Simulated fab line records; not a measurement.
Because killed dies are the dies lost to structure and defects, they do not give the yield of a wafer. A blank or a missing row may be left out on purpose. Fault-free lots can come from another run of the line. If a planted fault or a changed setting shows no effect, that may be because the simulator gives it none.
fab line records + flow sky130
[record]
- lots = 11
- wafers = 33
- last-day = 50
route steps=708 shown SD_P@329 METAL1@440 VIA1@461 VIA2@521
lots that met no fault: taken from a fault-free run of the same line
start-h: hours from the record's opening day to when the first of the lot's shown wafers began + wait-h: how many hours have passed since the lot's step before this one + " unchanged from the row above + L1.1+2: a row that stands for several wafers + - value missing, or start not given + * or withheld: withheld + < > ~ a bound
route shown NAME@n: names a module that has steps shown in the file, with the first one's number in the route + usual: mean and standard deviation over wafers with no fault + same: alike in all rows + chamber/n: place in a boat + sites: the reading at each site + _std_site: the values' standard deviation + _edge_site: inner sites' mean taken away from outer sites' mean + radius-mm: for every site, how far away it sits from the centre of the wafer + mask NAME#n: copy n + behind: tool/chamber where the wafer was last shaped + hold: the reason the lot was held/the length of the hold in hours/how it ended + device: the n, p or np transistor that did not switch + end of line: tests run on the same wafers once the route is complete + where a step has no rows: the recipe by itself + killed: dies lost to structure and defects at the first sort, not the wafer's yield + map: a wafer's dies, marking killed ones x, the rest . and places with no die _
set.NAME: the setting the step ran with; set.NAME@STEP: the setting that earlier step ran with + model.NAME: the simulator's own value behind a step, which no gauge read
route steps across a sampled set of lots; one table per step, one row per wafer
services: the hour from which a tool's chamber was out of use, counted from the record's first day as start-h (under 0 if before that day), plus the number of hours and why
[[steps]]
[step SKY_SD_P_IMPLANT_09]
[recipe]
- species = BF2
- energy-kev = 20
- dose-cm2 = 3e+15
- tilt-deg = 0
[usual]
- beam-on-s = 14.4/0.61
- faraday-current-uA = 11420/480
[same]
- implant-ion-amu = 49
| lot.wafer | tool         | chamber | start-h | wait-h | beam-on-s | faraday-current-uA |
|-----------|--------------|---------|---------|--------|-----------|--------------------|
| L110.1    | implanter-03 | 0       | 585.29  | 0.0    | 14.2      | 11522              |
| L110.3    | "            | 0       | "       | "      | 14.5      | 11371              |
| L110.5    | "            | 0       | "       | "      | 14.6      | 11257              |
| L115.3    | implanter-04 | 0       | 639.92  | 0.1    | 15.1      | 10837              |
| L115.4    | "            | 0       | "       | "      | 14.6      | 11315              |
| L115.5    | "            | 0       | "       | "      | 14.8      | 11062              |
| L117.1    | implanter-03 | 0       | 645.74  | 0.0    | 11.7      | 14017              |
| L117.3    | "            | 0       | "       | "      | 11.5      | 14278              |
| L117.5    | "            | 0       | "       | "      | 11.3      | 14456              |
| L119.1    | implanter-04 | 0       | 668.89  | 0.0    | 14.7      | 11184              |
| L119.3    | "            | 0       | "       | "      | 15.0      | 10964              |
| L119.4    | "            | 0       | "       | "      | 15.2      | 10888              |
| L121.2    | implanter-03 | 0       | 678.86  | 0.0    | 11.8      | 13896              |
| L121.3    | "            | 0       | "       | "      | 11.5      | 14259              |
| L121.5    | "            | 0       | "       | "      | 11.8      | 13883              |
| L125.1    | implanter-04 | 0       | 728.17  | 0.0    | 14.9      | 10992              |
| L125.4    | "            | 0       | "       | "      | 14.8      | 11122              |
| L125.6    | "            | 0       | "       | "      | 14.5      | 11305              |
| L127.1    | implanter-01 | 0       | 758.82  | 0.0    | 13.7      | 11900              |
| L127.5    | "            | 0       | "       | "      | 13.1      | 12429              |
| L127.6    | "            | 0       | "       | "      | 13.9      | 11747              |
| L128.2    | implanter-04 | 0       | 759.87  | 0.0    | 15.3      | 10747              |
| L128.3    | "            | 0       | "       | "      | 14.9      | 11041              |
| L128.6    | "            | 0       | "       | "      | 15.1      | 10874              |
| L131.3    | implanter-03 | 0       | 763.15  | 0.2    | 14.6      | 11203              |
| L131.4    | "            | 0       | "       | "      | 14.6      | 11209              |
| L131.5    | "            | 0       | "       | "      | 14.3      | 11447              |
| L130.2    | implanter-03 | 0       | 766.15  | 0.0    | 14.9      | 10980              |
| L130.3    | "            | 0       | "       | "      | 15.0      | 10944              |
| L130.5    | "            | 0       | "       | "      | 14.1      | 11609              |
| L133.4    | implanter-03 | 0       | 789.87  | 0.1    | 14.9      | 11032              |
| L133.5    | "            | 0       | "       | "      | 14.2      | 11517              |
| L133.6    | "            | 0       | "       | "      | 14.1      | 11553              |
[step SKY_SD_P_STRIP_10]
[recipe]
- chemistry = O2/N2
- power-w = 1400
- pressure-mtorr = 1500
- platen-temp-c = withheld
- o2-flow-sccm = 3000
- n2-flow-sccm = 300
- overash-fraction = 0.5
[usual]
- drypump-motor-current-A = 5.7/0.41
- oes-product-au = 0.618/0.0044
- strip-time-to-endpoint-s = 17.47/0.033
| lot.wafer | tool            | chamber | start-h | wait-h | drypump-motor-current-A | oes-product-au | rf-hours-counter-h | strip-time-to-endpoint-s |
|-----------|-----------------|---------|---------|--------|-------------------------|----------------|--------------------|--------------------------|
| L110.1    | plasma-asher-01 | 0       | 585.44  | 0.1    | 5.7                     | 0.616          | 88                 | 17.47                    |
| L110.3    | "               | 1       | "       | "      | 6.6                     | 0.626          | -                  | 17.48                    |
| L110.5    | "               | 1       | "       | "      | 6.6                     | 0.623          | -                  | 17.47                    |
| L115.3    | plasma-asher-02 | 1       | 640.06  | 0.1    | 5.6                     | 0.622          | -                  | 17.42                    |
| L115.4    | "               | 0       | "       | "      | 5.3                     | 0.621          | -                  | 17.44                    |
| L115.5    | "               | 0       | "       | "      | 5.3                     | 0.611          | -                  | 17.44                    |
| L117.1    | plasma-asher-01 | 1       | 645.89  | 0.1    | 6.6                     | 0.633          | 92                 | 17.02                    |
| L117.3    | "               | 0       | "       | "      | 5.7                     | 0.630          | -                  | 17.01                    |
| L117.5    | "               | 0       | "       | "      | 5.7                     | 0.629          | -                  | 17.02                    |
| L119.1    | plasma-asher-02 | 1       | 669.04  | 0.1    | 5.6                     | 0.611          | 51                 | 17.48                    |
| L119.3    | "               | 1       | "       | "      | 5.6                     | 0.619          | -                  | 17.49                    |
| L119.4    | "               | 0       | "       | "      | 5.3                     | 0.620          | -                  | 17.49                    |
| L121.2    | plasma-asher-03 | 0       | 678.99  | 0.1    | 5.3                     | 0.628          | 27                 | 17.06                    |
| L121.3    | "               | 1       | "       | "      | 5.7                     | 0.624          | -                  | 17.06                    |
| L121.5    | "               | 1       | "       | "      | 5.7                     | 0.621          | -                  | 17.07                    |
| L125.1    | plasma-asher-02 | 1       | 728.32  | 0.1    | 5.6                     | 0.612          | 57                 | 17.47                    |
| L125.4    | "               | 1       | "       | "      | 5.6                     | 0.623          | -                  | 17.46                    |
| L125.6    | "               | 0       | "       | "      | 5.2                     | 0.621          | -                  | 17.46                    |
| L127.1    | plasma-asher-02 | 0       | 758.97  | 0.1    | 5.3                     | 0.626          | 61                 | 17.49                    |
| L127.5    | "               | 0       | "       | "      | 5.3                     | 0.613          | -                  | 17.46                    |
| L127.6    | "               | 1       | "       | "      | 5.6                     | 0.619          | -                  | 17.48                    |
| L128.2    | plasma-asher-03 | 1       | 759.99  | 0.1    | 5.7                     | 0.615          | 35                 | 17.54                    |
| L128.3    | "               | 1       | "       | "      | 5.7                     | 0.615          | -                  | 17.44                    |
| L128.6    | "               | 1       | "       | "      | 5.7                     | 0.616          | -                  | 17.46                    |
| L131.3    | plasma-asher-02 | 1       | 763.29  | 0.1    | 5.6                     | 0.621          | -                  | 17.49                    |
| L131.4    | "               | 0       | "       | "      | 5.3                     | 0.614          | -                  | 17.45                    |
| L131.5    | "               | 0       | "       | "      | 5.3                     | 0.620          | -                  | 17.49                    |
| L130.2    | plasma-asher-02 | 1       | 766.27  | 0.1    | 5.6                     | 0.619          | 62                 | 17.46                    |
| L130.3    | "               | 0       | "       | "      | 5.3                     | 0.623          | -                  | 17.42                    |
| L130.5    | "               | 1       | "       | "      | 5.6                     | 0.621          | -                  | 17.44                    |
| L133.4    | plasma-asher-01 | 0       | 789.97  | 0.1    | 5.7                     | 0.614          | -                  | 17.47                    |
| L133.5    | "               | 0       | "       | "      | 5.7                     | 0.617          | -                  | 17.42                    |
| L133.6    | "               | 1       | "       | "      | 6.6                     | 0.618          | -                  | 17.41                    |
[step SKY_SD_P_TW_MEAS_11]
[usual]
- SD_P_TW = 2832/11
| lot.wafer | tool          | chamber | start-h | wait-h | SD_P_TW |
|-----------|---------------|---------|---------|--------|---------|
| L110.1    | film-metro-01 | -       | 585.54  | 0.1    | 2818    |
| L110.3    | "             | -       | "       | "      | 2823    |
| L110.5    | "             | -       | "       | "      | 2817    |
| L115.3    | film-metro-01 | -       | 640.14  | 0.1    | 2827    |
| L115.4    | "             | -       | "       | "      | 2834    |
| L115.5    | "             | -       | "       | "      | 2819    |
| L117.1    | film-metro-01 | -       | 645.99  | 0.1    | 2708    |
| L117.3    | "             | -       | "       | "      | 2713    |
| L117.5    | "             | -       | "       | "      | 2709    |
| L119.1    | film-metro-01 | -       | 669.14  | 0.1    | 2806    |
| L119.3    | "             | -       | "       | "      | 2829    |
| L119.4    | "             | -       | "       | "      | 2817    |
| L121.2    | film-metro-02 | -       | 679.10  | 0.1    | 2720    |
| L121.3    | "             | -       | "       | "      | 2721    |
| L121.5    | "             | -       | "       | "      | 2720    |
| L125.1    | film-metro-01 | -       | 728.48  | 0.1    | 2838    |
| L125.4    | "             | -       | "       | "      | 2839    |
| L125.6    | "             | -       | "       | "      | 2822    |
| L127.1    | film-metro-02 | -       | 759.07  | 0.1    | 2829    |
| L127.5    | "             | -       | "       | "      | 2825    |
| L127.6    | "             | -       | "       | "      | 2818    |
| L128.2    | film-metro-03 | -       | 760.10  | 0.1    | 2843    |
| L128.3    | "             | -       | "       | "      | 2840    |
| L128.6    | "             | -       | "       | "      | 2833    |
| L131.3    | film-metro-03 | -       | 763.37  | 0.1    | 2840    |
| L131.4    | "             | -       | "       | "      | 2827    |
| L131.5    | "             | -       | "       | "      | 2827    |
| L130.2    | film-metro-01 | -       | 766.38  | 0.1    | 2836    |
| L130.3    | "             | -       | "       | "      | 2813    |
| L130.5    | "             | -       | "       | "      | 2817    |
| L133.4    | film-metro-02 | -       | 790.07  | 0.1    | 2841    |
| L133.5    | "             | -       | "       | "      | 2842    |
| L133.6    | "             | -       | "       | "      | 2845    |
[step SKY_SD_N_RS_MEAS_17]
[recipe]
- thk-meas-gauge = four-point-probe
[usual]
- SD_P_RS = 147.2/0.4
| lot.wafer | tool          | chamber | start-h | wait-h | SD_P_RS[ohm/sq] |
|-----------|---------------|---------|---------|--------|-----------------|
| L110.1    | film-metro-03 | -       | 645.15  | 0.1    | 147.0           |
| L110.3    | "             | -       | "       | "      | 147.2           |
| L110.5    | "             | -       | "       | "      | 147.3           |
| L115.3    | film-metro-01 | -       | 697.29  | 0.1    | 146.9           |
| L115.4    | "             | -       | "       | "      | 146.7           |
| L115.5    | "             | -       | "       | "      | 146.9           |
| L117.1    | film-metro-01 | -       | 702.99  | 0.1    | 150.5           |
| L117.3    | "             | -       | "       | "      | 150.4           |
| L117.5    | "             | -       | "       | "      | 150.3           |
| L119.1    | film-metro-02 | -       | 725.25  | 0.1    | 147.5           |
| L119.3    | "             | -       | "       | "      | 147.6           |
| L119.4    | "             | -       | "       | "      | 148.0           |
| L121.2    | film-metro-03 | -       | 735.29  | 0.1    | 150.8           |
| L121.3    | "             | -       | "       | "      | 151.6           |
| L121.5    | "             | -       | "       | "      | 150.6           |
| L125.1    | film-metro-02 | -       | 783.64  | 0.1    | 146.6           |
| L125.4    | "             | -       | "       | "      | 146.8           |
| L125.6    | "             | -       | "       | "      | 146.8           |
| L127.1    | film-metro-03 | -       | 814.52  | 0.1    | 147.2           |
| L127.5    | "             | -       | "       | "      | 147.2           |
| L127.6    | "             | -       | "       | "      | 147.7           |
| L128.2    | film-metro-02 | -       | 814.92  | 0.1    | 146.8           |
| L128.3    | "             | -       | "       | "      | 146.8           |
| L128.6    | "             | -       | "       | "      | 147.2           |
| L131.3    | film-metro-03 | -       | 817.64  | 0.1    | 147.1           |
| L131.4    | "             | -       | "       | "      | 146.6           |
| L131.5    | "             | -       | "       | "      | 146.9           |
| L130.2    | film-metro-03 | -       | 820.25  | 0.1    | 147.5           |
| L130.3    | "             | -       | "       | "      | 147.2           |
| L130.5    | "             | -       | "       | "      | 147.5           |
| L133.4    | film-metro-03 | -       | 844.48  | 0.1    | 147.5           |
| L133.5    | "             | -       | "       | "      | 147.1           |
| L133.6    | "             | -       | "       | "      | 147.4           |
[step SKY_METAL1_THK_MEAS_06]
[recipe]
- thk-meas-gauge = xrf
- reads = AlCu_of_METAL1_SPUTTER_02
[usual]
- METAL1_ALCU_THK = 261/3.6
| lot.wafer | tool          | chamber | start-h | wait-h | METAL1_ALCU_THK[nm] |
|-----------|---------------|---------|---------|--------|---------------------|
| L110.1    | film-metro-03 | -       | 734.82  | 0.1    | 258                 |
| L110.3    | "             | -       | "       | "      | 253                 |
| L110.5    | "             | -       | "       | "      | 257                 |
| L115.3    | film-metro-01 | -       | 784.95  | 0.1    | 268                 |
| L115.4    | "             | -       | "       | "      | 265                 |
| L115.5    | "             | -       | "       | "      | 266                 |
| L117.1    | film-metro-03 | -       | 790.41  | 0.1    | 258                 |
| L117.3    | "             | -       | "       | "      | 258                 |
| L117.5    | "             | -       | "       | "      | 257                 |
| L119.1    | film-metro-03 | -       | 811.17  | 0.1    | 262                 |
| L119.3    | "             | -       | "       | "      | 264                 |
| L119.4    | "             | -       | "       | "      | 259                 |
| L121.2    | film-metro-03 | -       | 821.94  | 0.1    | 255                 |
| L121.3    | "             | -       | "       | "      | 257                 |
| L121.5    | "             | -       | "       | "      | 256                 |
| L125.1    | film-metro-03 | -       | 869.39  | 0.1    | 257                 |
| L125.4    | "             | -       | "       | "      | 259                 |
| L125.6    | "             | -       | "       | "      | 261                 |
| L127.1    | film-metro-03 | -       | 899.09  | 0.1    | 255                 |
| L127.5    | "             | -       | "       | "      | 254                 |
| L127.6    | "             | -       | "       | "      | 256                 |
| L128.2    | film-metro-04 | -       | 899.12  | 0.1    | 259                 |
| L128.3    | "             | -       | "       | "      | 256                 |
| L128.6    | "             | -       | "       | "      | 257                 |
| L131.3    | film-metro-01 | -       | 900.61  | 0.1    | 261                 |
| L131.4    | "             | -       | "       | "      | 264                 |
| L131.5    | "             | -       | "       | "      | 265                 |
| L130.2    | film-metro-03 | -       | 902.88  | 0.1    | 262                 |
| L130.3    | "             | -       | "       | "      | 260                 |
| L130.5    | "             | -       | "       | "      | 258                 |
| L133.4    | film-metro-01 | -       | 926.71  | 0.1    | 261                 |
| L133.5    | "             | -       | "       | "      | 258                 |
| L133.6    | "             | -       | "       | "      | 260                 |
[step SKY_VIA1_BOW_MEAS_03]
[recipe]
- mode = bow
[usual]
- VIA1_BOW = 78/7.1
| lot.wafer | tool          | chamber | start-h | wait-h | VIA1_BOW[um] |
|-----------|---------------|---------|---------|--------|--------------|
| L110.1    | film-metro-01 | -       | 763.64  | 0.2    | 74           |
| L110.3    | "             | -       | "       | "      | 79           |
| L110.5    | "             | -       | "       | "      | 78           |
| L115.3    | film-metro-01 | -       | 812.99  | 0.2    | 77           |
| L115.4    | "             | -       | "       | "      | 71           |
| L115.5    | "             | -       | "       | "      | 70           |
| L117.1    | film-metro-03 | -       | 818.40  | 0.1    | 76           |
| L117.3    | "             | -       | "       | "      | 81           |
| L117.5    | "             | -       | "       | "      | 70           |
| L119.1    | film-metro-01 | -       | 839.35  | 0.2    | 85           |
| L119.3    | "             | -       | "       | "      | 63           |
| L119.4    | "             | -       | "       | "      | 73           |
| L121.2    | film-metro-03 | -       | 849.41  | 0.2    | 85           |
| L121.3    | "             | -       | "       | "      | 62           |
| L121.5    | "             | -       | "       | "      | 63           |
| L125.1    | film-metro-03 | -       | 896.54  | 0.2    | 74           |
| L125.4    | "             | -       | "       | "      | 72           |
| L125.6    | "             | -       | "       | "      | 68           |
| L127.1    | film-metro-02 | -       | 925.48  | 0.2    | 78           |
| L127.5    | "             | -       | "       | "      | 72           |
| L127.6    | "             | -       | "       | "      | 72           |
| L128.2    | film-metro-02 | -       | 925.80  | 0.3    | 76           |
| L128.3    | "             | -       | "       | "      | 67           |
| L128.6    | "             | -       | "       | "      | 73           |
| L131.3    | film-metro-01 | -       | 927.13  | 0.2    | 90           |
| L131.4    | "             | -       | "       | "      | 81           |
| L131.5    | "             | -       | "       | "      | 82           |
| L130.2    | film-metro-01 | -       | 929.01  | 0.2    | 88           |
| L130.3    | "             | -       | "       | "      | 81           |
| L130.5    | "             | -       | "       | "      | 81           |
| L133.4    | film-metro-03 | -       | 952.69  | 0.3    | 86           |
| L133.5    | "             | -       | "       | "      | 71           |
| L133.6    | "             | -       | "       | "      | 76           |
[step SKY_VIA2_ETCH_14]
[recipe]
- chemistry = N2/H2
- target = BARC
- ion-energy-ev = 200
- source-w = 500
- bias-w = 100
- pressure-mtorr = 30
- n2-flow-sccm = 100
- h2-flow-sccm = 200
- stop-on = SiO2
- time-s = 45.9
- target-depth-a = 600
[usual]
- drypump-motor-current-A = 5.7/0.4
- oes-product-au = 0.856/0.005
- throttle-valve-pct = 13.225/0.0095
| lot.wafer | tool        | chamber | start-h | wait-h | drypump-motor-current-A | oes-product-au | rf-hours-counter-h | throttle-valve-pct |
|-----------|-------------|---------|---------|--------|-------------------------|----------------|--------------------|--------------------|
| L110.1    | rie-diel-01 | 1       | 846.99  | 0.0    | 5.9                     | 0.854          | 27                 | 13.211             |
| L110.3    | "           | 3       | "       | "      | 5.0                     | 0.847          | 18                 | 13.229             |
| L110.5    | "           | 2       | "       | "      | 5.3                     | 0.855          | -                  | 13.222             |
| L115.3    | rie-diel-04 | 1       | 894.24  | 0.0    | 5.5                     | 0.862          | 7                  | 13.243             |
| L115.4    | "           | 3       | "       | "      | 5.4                     | 0.857          | 18                 | 13.226             |
| L115.5    | "           | 2       | "       | "      | 5.5                     | 0.854          | -                  | 13.217             |
| L117.1    | rie-diel-02 | 1       | 900.41  | 0.0    | 5.7                     | 0.851          | 15                 | 13.226             |
| L117.3    | "           | 2       | "       | "      | 5.7                     | 0.860          | 25                 | 13.213             |
| L117.5    | "           | 3       | "       | "      | 6.2                     | 0.852          | -                  | 13.231             |
| L119.1    | rie-diel-01 | 1       | 920.14  | 0.0    | 5.9                     | 0.850          | 1                  | 13.212             |
| L119.3    | "           | 3       | "       | "      | 5.0                     | 0.855          | 20                 | 13.219             |
| L119.4    | "           | 0       | "       | "      | 6.4                     | 0.849          | 16                 | 13.228             |
| L121.2    | rie-diel-01 | 0       | 929.57  | 0.0    | 6.5                     | 0.853          | 16                 | 13.227             |
| L121.3    | "           | 3       | "       | "      | 5.0                     | 0.857          | 21                 | 13.226             |
| L121.5    | "           | 2       | "       | "      | 5.3                     | 0.849          | -                  | 13.216             |
| L125.1    | rie-diel-01 | 2       | 974.37  | 0.0    | 5.3                     | 0.854          | 12                 | 13.207             |
| L125.4    | "           | 3       | "       | "      | 5.0                     | 0.852          | 22                 | 13.231             |
| L125.6    | "           | 2       | "       | "      | 5.3                     | 0.865          | -                  | 13.231             |
| L127.1    | rie-diel-02 | 1       | 1001.20 | 0.0    | 5.7                     | 0.862          | 19                 | 13.224             |
| L127.5    | "           | 0       | "       | "      | 6.0                     | 0.856          | -                  | 13.209             |
| L127.6    | "           | 3       | "       | "      | 6.1                     | 0.862          | -                  | 13.238             |
| L128.2    | rie-diel-01 | 2       | 1001.49 | 0.0    | 5.3                     | 0.851          | 14                 | 13.205             |
| L128.3    | "           | 1       | "       | "      | 5.9                     | 0.863          | 4                  | 13.216             |
| L128.6    | "           | 1       | "       | "      | 6.0                     | 0.861          | -                  | 13.206             |
| L131.3    | rie-diel-02 | 0       | 1003.14 | 0.0    | 6.0                     | 0.856          | 29                 | 13.237             |
| L131.4    | "           | 2       | "       | "      | 5.7                     | 0.852          | 28                 | 13.228             |
| L131.5    | "           | 0       | "       | "      | 6.0                     | 0.861          | -                  | 13.227             |
| L130.2    | rie-diel-02 | 3       | 1005.82 | 0.0    | 6.1                     | 0.850          | 27                 | 13.197             |
| L130.3    | "           | 1       | "       | "      | 5.8                     | 0.854          | 19                 | 13.221             |
| L130.5    | "           | 1       | "       | "      | 5.7                     | 0.859          | -                  | 13.224             |
| L133.4    | rie-diel-04 | 1       | 1026.04 | 0.0    | 5.5                     | 0.865          | 11                 | 13.212             |
| L133.5    | "           | 1       | "       | "      | 5.5                     | 0.854          | -                  | 13.231             |
| L133.6    | "           | 2       | "       | "      | 5.5                     | 0.849          | -                  | 13.226             |
[[services]]
| tool            | chamber | start-h | hours | kind   |
|-----------------|---------|---------|-------|--------|
| rie-diel-02     | -       | 604.79  | 0.7   | repair |
| rie-diel-01     | -       | 612.19  | 18.2  | repair |
| rie-diel-01     | 3       | 618.78  | 5.1   | repair |
| rie-diel-01     | 0       | 633.16  | 21.4  | repair |
| rie-diel-02     | 2       | 633.54  | 2.4   | repair |
| implanter-03    | -       | 644.14  | 0.7   | repair |
| implanter-03    | -       | 653.66  | 3.2   | repair |
| rie-diel-01     | 1       | 673.67  | 1.8   | repair |
| rie-diel-02     | -       | 678.25  | 14.6  | pm     |
| rie-diel-01     | 2       | 683.76  | 12.6  | repair |
| rie-diel-02     | 2       | 696.46  | 4.6   | repair |
| implanter-04    | -       | 699.82  | 3.2   | pm     |
| rie-diel-02     | 1       | 700.66  | 4.5   | repair |
| rie-diel-02     | -       | 702.75  | 14.8  | repair |
| implanter-04    | -       | 731.62  | 4.2   | pm     |
| implanter-03    | -       | 757.60  | 5.0   | pm     |
| implanter-04    | -       | 760.55  | 15.3  | repair |
| rie-diel-01     | -       | 775.53  | 0.5   | repair |
| rie-diel-02     | 1       | 810.51  | 3.6   | repair |
| implanter-03    | -       | 820.20  | 5.7   | repair |
| implanter-03    | -       | 826.25  | 3.2   | repair |
| plasma-asher-02 | -       | 870.63  | 9.2   | repair |
| rie-diel-01     | 3       | 907.23  | 3.8   | repair |
| implanter-03    | -       | 1016.67 | 3.5   | repair |
[[key]]
[first-sign]
- step = SKY_SD_P_IMPLANT_09
- reading = faraday-current-uA
- direction = up
- sigmas = 5.6
- usual = 11420
- struck = 14131
[effect]
- step = SKY_SD_P_IMPLANT_09
- reading = beam-on-s
- direction = down
- sigmas = 4.5
- usual = 14.4
- struck = 11.6
[effect]
- step = SKY_SD_P_STRIP_10
- reading = strip-time-to-endpoint-s
- direction = down
- sigmas = 13
- usual = *
- struck = *
[effect]
- step = SKY_SD_P_TW_MEAS_11
- reading = SD_P_TW
- direction = down
- sigmas = 10
- usual = 2832
- struck = 2715
[effect]
- step = SKY_SD_N_RS_MEAS_17
- reading = SD_P_RS
- direction = up
- sigmas = 8.8
- usual = 147.2
- struck = 150.7
met-at SKY_SD_P_IMPLANT_09
struck-lots L117,L121
tester-left-out L117,L121
not-acting-at SKY_METAL1_THK_MEAS_06,SKY_VIA1_BOW_MEAS_03,SKY_VIA2_ETCH_14
onset-between 585.29 645.74
[fault]
- kind = process-parameter-drift
- tool = implanter-03
- chamber = -
- onset-h = 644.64
- steps = SKY_SD_P_IMPLANT_09
- channel = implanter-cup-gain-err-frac
- offset = 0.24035
- shape = step
- end-h = 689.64
// tester-left-out: of these lots the tester's yield and bins aren't shown, on N5 and GAA mostly nor the transistor test; their killed dies are dies lost to structure and defects alone, not to doping, threshold or leakage, so they don't give the yield
